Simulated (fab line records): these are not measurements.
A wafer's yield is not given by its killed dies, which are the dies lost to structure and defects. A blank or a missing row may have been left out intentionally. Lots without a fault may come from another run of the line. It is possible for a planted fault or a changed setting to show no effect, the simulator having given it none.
Struck lot and sound lot, side by side	flow gf180mcu	15 steps out of a route of 602
Sound: the wafers L494.3, L494.5, L494.6. The struck wafers were L508.2, L508.3, L508.6. The cause is given at the end.
For every step that has rows: the tool of each side, followed by ch and its chambers, followed by its first start. Under that, the readings that differ: sound wafers	struck wafers	difference of the means	sigmas: that difference in standard deviations of wafers without a fault.
alike: readings with means less than 2 such deviations apart, plus words and numbers identical on both sides. not compared: withheld readings, readings lacking a value on some wafer, bounds such as >300 that could conceal the same value, and numbers that have no deviation in the record and whose values overlap.
The two part at a step that has a row with sigmas, a row that says differs or no value, or rows on one side only. Numbers that have no deviation but don't overlap get no sigmas and don't part them. A reading that every wafer of one side lacks parts them only if that side has two wafers or more.

first, 8 steps without rows for these wafers: GF_POLY_GATE_DEHYDRATE_02 (time 60 s); GF_POLY_GATE_HMDS_03 (prime time 60 s); GF_POLY_GATE_COAT_04; GF_POLY_GATE_COAT_05 (resist thk 700 nm); GF_POLY_GATE_SOFTBAKE_06 (time 60 s); GF_POLY_GATE_EXPOSE_07 (exposes mask Poly2, target cd 280 nm); GF_POLY_GATE_PEB_08 (peb time 90 s); GF_POLY_GATE_DEVELOP_09 (develop time 60 s).
GF_POLY_GATE_CD_MEAS_10: target cd 280 nm.
  sound on cd_sem-01, day 9 15:42; struck on cd_sem-01, day 13 14:40
  alike: cd_nm
GF_POLY_GATE_OVL_MEAS_11:
  sound on overlay-02, day 9 15:48; struck on overlay-02, day 13 14:46
  alike: POLY_GATE_OVL
GF_POLY_GATE_ETCH_12: etches BARC in N2/H2.
  sound on rie_diel-04 ch 0,2,3, day 9 15:49; struck on rie_diel-03 ch 0,2,3, day 13 14:48
  alike: drypump_motor_current_A, oes_product_au, throttle_valve_pct
GF_POLY_GATE_ETCH_13: etches poly-Si in HBr/Cl2, stops on SiO2, target depth 198.5 nm, time 69.6 s.
  sound on rie_si-02 ch 0,3, day 9 15:52; struck on rie_si-01 ch 0,1,2, day 13 14:51
  alike: drypump_motor_current_A, oes_product_au, throttle_valve_pct
  not compared: rf_hours_counter_h
GF_POLY_GATE_STRIP_14: strips in O2/N2.
  sound on plasma_asher-04 ch 0,1, day 9 15:58; struck on plasma_asher-01 ch 0, day 13 14:55
  no value came back on the struck wafers for chamber_pressure_mTorr (mTorr), drypump_motor_current_A (A), heater_power_w (W), oes_product_au (a.u.); on the sound wafers chamber_pressure_mTorr (mTorr) reads 1499.7 1503.7 1499.6
  not compared: rf_hours_counter_h
then, 1 step without rows for these wafers: GF_POLY_GATE_CLEAN_15 (cleans in SC1/SC2, time 150 s).
-- the record jumps here: 20 days lie between the struck wafers' starts before and after (it left off in module POLY_GATE and takes up again in module PASSIVATION, whose first step shown is number 602 of the route) --
GF_PASSIVATION_PROBE_99:
  record: rows for the struck wafers here (prober-02, day 33 05:20), none for the sound ones

## WHERE THEY PART
First at GF_POLY_GATE_STRIP_14; last, within this record, at GF_PASSIVATION_PROBE_99.

WHY: what the simulator had put in
Beginning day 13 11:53, the whole step at GF_POLY_GATE_STRIP_14 was skipped on plasma_asher-01. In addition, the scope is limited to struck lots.
